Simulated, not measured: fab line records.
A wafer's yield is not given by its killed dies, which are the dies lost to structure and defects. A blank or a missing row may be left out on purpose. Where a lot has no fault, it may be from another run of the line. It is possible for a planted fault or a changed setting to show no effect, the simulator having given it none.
Problem report, 8D (eight disciplines) form, completed by code + flow sky130 + the parts of the form that need people (team, actions taken, sign-off) are left out

1. THE PROBLEM
Mean of oesProductAu at SKY_VIA3_ETCH_14: 0.919 a.u. across 2 wafers in 2 lots; on wafers with no fault it is 0.854 a.u. (standard deviation 0.0044). That puts it +15 standard deviations away from the usual mean.
The step: etches BARC in N2/H2, stops on SiO2, time 45.9 s, target depth 60 nm.
First observed at day 44 06:32: wafer L880.4, on rieDiel-04. Wafers with a number at this step in the record: 39, from 14 lots. Rule for "out" (also "out of limits"): further than 4 standard deviations from the usual mean. All remaining wafers that have a number are taken as sound.

2. WHAT IT IS, WHAT IT ISN'T
| question                    | is                       | is not                                                                                 |
|-----------------------------|--------------------------|----------------------------------------------------------------------------------------|
| which readings at this step | oesProductAu, runLengthS | drypumpMotorCurrentA, throttleValvePct                                                 |
| which lots                  | L880, L887               | L866, L867, L869, L872, L874, L875, L876, L878, L879, L881, L882, L889                 |
| which wafers of those lots  | L880.4, L887.4           | L880.2, L880.5, L887.1, L887.2                                                         |
| read on which tools         | rieDiel-04               | rieDiel-02, rieDiel-03                                                                 |
| when                        | from day 44 06:32        | up to then (27 sound wafers); but 10 sound wafers of L881, L882, L887, L889 came after |

3. WHAT RULES OUT EACH SUSPECT
Counting: if a tool at a process step up to the reading ran every lot that is out, it stays a suspect. Sound lots after the first of them don't rule it out here, since some wafers of a struck lot are sound.
- rieDiel-04 at SKY_VIA3_ETCH_14 (etches BARC in N2/H2, stops on SiO2, time 45.9 s, target depth 60 nm): kept. It processed each lot that is out (first: L880, day 44 06:32); up to then, its last sound lot is L878 (day 43 14:32). Its own readings are out on those wafers: oesProductAu, runLengthS.
- At SKY_VIA3_ETCH_14, inside rieDiel-04: chamber 3 took the wafers that are out, while their sound lot-mates went through chambers 0, 1, 2.
Remaining after the count: rieDiel-04 at SKY_VIA3_ETCH_14.

4. THE CAUSE (what the simulator had put in)
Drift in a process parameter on rieDiel-04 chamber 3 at SKY_VIA3_ETCH_14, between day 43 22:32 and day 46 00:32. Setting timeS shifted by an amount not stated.
Counting left only this tool.

5. THE EFFECT CHAIN, in route order
One row per reading whose mean, taken over the struck wafers that have a number, lies over 3 standard deviations from the usual. Only readings for which the record gives a usual standard deviation are gone through. hours: the time from each lot's start at the first step in this table that gives one to its start at this step, as a median over the lots. sigmas: the change in usual standard deviations.
| hours | step             | reading      | usual      | on struck wafers | change | sigmas |
|-------|------------------|--------------|------------|------------------|--------|--------|
| 0     | SKY_VIA3_ETCH_14 | oesProductAu | 0.854 a.u. | 0.919            | +0.066 | +15    |
| 0     | SKY_VIA3_ETCH_14 | runLengthS   | 74.4 s     | 70.4             | -4.0   | -10    |
Here are the process steps it includes:
- SKY_VIA3_ETCH_14: etches BARC in N2/H2, stops on SiO2, time 45.9 s, target depth 60 nm.

6. WHAT WOULD HAVE CAUGHT IT SOONER
The fault began at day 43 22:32; the first out-of-limits reading in this record came at day 44 06:32, 8 hours later.
